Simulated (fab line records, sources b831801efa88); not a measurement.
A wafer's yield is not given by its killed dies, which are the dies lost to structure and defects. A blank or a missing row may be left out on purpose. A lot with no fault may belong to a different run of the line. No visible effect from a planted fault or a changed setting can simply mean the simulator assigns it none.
The same fault as seen by 2 desks | flow sky130 | each desk has only its own numbers; what lay behind them comes last

## FROM THE METROLOGY DESK
Means of the sampled wafers that have a number, per lot and without regard to the tool the lot ran on: this is what the gauges read. The brackets show how far a lot's mean lies from the usual mean; more than 4 standard deviations puts the lot out of limits, marked OUT.
Columns: A = cd-nm at SKY_LOCAL_INTERCONNECT_CD_MEAS_11, usual 170.1 nm
lot  | first seen here | A
L825 | day 29 22:44    | 169.5
L826 | day 31 05:59    | 170.5
L827 | day 31 20:40    | 169.0
L828 | day 32 05:53    | 168.8
L829 | day 32 23:50    | 171.1
L830 | day 33 01:08    | 171.7
L831 | day 33 04:24    | 170.5
L834 | day 33 04:53    | 170.6
L842 | day 35 20:37    | 134.8 (-22) OUT
L843 | day 36 18:47    | 170.4
L844 | day 37 02:22    | 170.9
L846 | day 37 06:27    | 170.8
L847 | day 37 10:35    | 171.6
This desk finds L842 out of limits, L842 being first, at day 35 20:37 (cd-nm at SKY_LOCAL_INTERCONNECT_CD_MEAS_11). L825, L826, L827, L828, L829, L830, L831, L834, L843, L844, L846, L847 stayed within limits.

## AT THE TOOL OWNER'S DESK: krf-scanner-02
The tool's own readings at SKY_LOCAL_INTERCONNECT_EXPOSE_08 (exposes mask LI1M, target cd 170 nm): means of the sampled wafers that have a number, for each lot that ran on this tool. The brackets show how far a lot's mean lies from the usual mean; more than 4 standard deviations puts the lot out of limits, marked OUT.
Columns: A = exposure-dose-mJ-cm2 at SKY_LOCAL_INTERCONNECT_EXPOSE_08, usual 28.01; B = focus-offset-nm at SKY_LOCAL_INTERCONNECT_EXPOSE_08, usual 0.0 nm
lot  | first seen here | A               | B
L826 | day 30 16:01    | 28.04           | -0.5
L827 | day 31 07:28    | 28.01           | -0.1
L828 | day 31 16:03    | 28.05           | 0.3
L829 | day 32 10:31    | 28.01           | -0.2
L831 | day 32 15:10    | 28.01           | 0.5
L834 | day 32 16:15    | 28.00           | -0.2
L842 | day 35 07:53    | 25.82 (-53) OUT | -0.5
This desk finds L842 out of limits, L842 being first, at day 35 07:53 (exposure-dose-mJ-cm2 at SKY_LOCAL_INTERCONNECT_EXPOSE_08). L826, L827, L828, L829, L831, L834 stayed within limits.

## BROUGHT TOGETHER
At day 35 07:53, on L842, the tool owner's desk was in a position to raise an alarm.
An alarm was possible from the metrology desk at day 35 20:37, on L842.
The lots listed all ran SKY_LOCAL_INTERCONNECT_EXPOSE_08 on krf-scanner-02.

## WHAT THE SIMULATOR PUT IN
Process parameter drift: krf-scanner-02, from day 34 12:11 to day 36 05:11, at SKY_LOCAL_INTERCONNECT_EXPOSE_08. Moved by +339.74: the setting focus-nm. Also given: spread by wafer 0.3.
Shown lots that were struck: L842.
Counting hours from when the fault started, the first reading out of limits came at 20 for the tool owner's desk and at 32 for the metrology desk.
